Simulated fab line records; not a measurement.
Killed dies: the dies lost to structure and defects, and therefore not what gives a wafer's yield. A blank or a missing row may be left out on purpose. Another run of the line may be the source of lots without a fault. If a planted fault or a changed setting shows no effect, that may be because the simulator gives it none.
Which of the tools did it? | flow gf180mcu | 11 lots with 33 wafers sampled at 4 steps, on a route of 602 steps

WHAT EACH GAUGE READ, for each wafer
GF_V3_RS_MEAS_24: measurement is done with a four-point probe.
lot  | measured     | on            | V3_W_RS (ohm/sq)
L258 | day 24 15:28 | film_metro-02 | 0.322 0.316 0.326
L259 | day 25 03:59 | film_metro-01 | 0.314 0.326 0.321
L261 | day 25 18:52 | film_metro-02 | 0.316 0.315 0.309
L265 | day 27 00:20 | film_metro-01 | 0.323 0.202 0.331 0.323 0.202 0.331
L266 | day 27 07:11 | film_metro-02 | 0.317 0.332 0.317
L273 | day 29 01:35 | film_metro-01 | 0.333 0.319 0.328
L276 | day 30 05:41 | film_metro-02 | 0.332 0.331 0.326
L279 | day 30 18:26 | film_metro-02 | 0.316 0.332 0.322
L280 | day 31 04:57 | film_metro-02 | 0.322 0.335 0.320
L281 | day 31 02:06 | film_metro-03 | 0.323 0.332 0.325
L275 | day 31 06:09 | film_metro-02 | 0.317 0.332 0.321

TOOL THAT RAN EACH LOT (tool first, then ch and the chambers of the sampled wafers, then the start)
lot  | GF_V3_ETCH_16                      | GF_V3_ETCH_17                                 | GF_V3_CVD_23
L258 | rie_diel-01 ch 0,2,3, day 24 14:34 | rie_diel-01 ch 0,2,3, day 24 15:21 or earlier | cvd_w-02 ch 0,1, day 24 15:21
L259 | rie_diel-03 ch 0,1,3, day 25 03:07 | rie_diel-03 ch 0,1,3, day 25 03:52 or earlier | cvd_w-02 ch 0,1, day 25 03:52
L261 | rie_diel-02 ch 0,1,2, day 25 17:58 | rie_diel-02 ch 0,1,2, day 25 18:44 or earlier | cvd_w-02 ch 1, day 25 18:44
L265 | rie_diel-02 ch 0,3, day 26 23:25   | rie_diel-02 ch 0,3, day 27 00:13 or earlier   | cvd_w-01 ch 0,1, day 27 00:13
L266 | rie_diel-03 ch 0,1,2, day 27 06:19 | rie_diel-03 ch 0,1,2, day 27 07:05 or earlier | cvd_w-02 ch 0,1, day 27 07:05
L273 | rie_diel-02 ch 0,1,2, day 29 00:43 | rie_diel-02 ch 0,1,2, day 29 01:28 or earlier | cvd_w-02 ch 0,1, day 29 01:28
L276 | rie_diel-02 ch 1,2,3, day 30 04:45 | rie_diel-02 ch 1,2,3, day 30 05:33 or earlier | cvd_w-01 ch 0,1, day 30 05:33
L279 | rie_diel-03 ch 0,3, day 30 17:31   | rie_diel-03 ch 0,3, day 30 18:18 or earlier   | cvd_w-01 ch 0,1, day 30 18:18
L280 | rie_diel-01 ch 2,3, day 31 00:31   | rie_diel-01 ch 2,3, day 31 04:49 or earlier   | cvd_w-01 ch 0,1, day 31 04:49
L281 | rie_diel-03 ch 0,3, day 31 01:10   | rie_diel-03 ch 0,3, day 31 01:59 or earlier   | cvd_w-01 ch 0,1, day 31 01:59
L275 | rie_diel-03 ch 0,3, day 31 05:16   | rie_diel-03 ch 0,3, day 31 06:02 or earlier   | cvd_w-01 ch 0,1, day 31 06:02
- GF_V3_ETCH_16: etches BARC in N2/H2.
- GF_V3_ETCH_17: etches SiO2 in C4F8/O2/Ar, stops on TiN, target depth 635 nm.
- GF_V3_CVD_23: deposits W, target thk 350 nm, time 104.9 s.

THE ANSWER, worked out from the rows above alone
Rule: what is usual is taken from the lots themselves. The widest of any qualifying gaps counts: lots, ordered by their means at a reading, are off when they make up no more than a third of the lots, leave a main group of 4 or more, and stand apart from it by 3 or more times the standard deviation of that group's means. Not used: any main group whose means are identical at the precision the tables above print for the reading. Also off: a lot with no number at a reading for which 4 or more lots have one. The other lots that the step has rows for count as sound.
Off: L265, at GF_V3_RS_MEAS_24 (V3_W_RS). The main group has a mean of 0.323 ohm/sq with a standard deviation of 0.0043.
If a tool, at a process step before that reading, ran all the lots that are off and no sound lot after the first of them, it fits. The gauges at GF_V3_RS_MEAS_24 are tried like those tools. With no start given for some of its lots, GF_V3_ETCH_17 uses the hours and lot order of GF_V3_CVD_23. Not one of the candidates tried fits.

WHAT THE SIMULATOR HAD INSERTED
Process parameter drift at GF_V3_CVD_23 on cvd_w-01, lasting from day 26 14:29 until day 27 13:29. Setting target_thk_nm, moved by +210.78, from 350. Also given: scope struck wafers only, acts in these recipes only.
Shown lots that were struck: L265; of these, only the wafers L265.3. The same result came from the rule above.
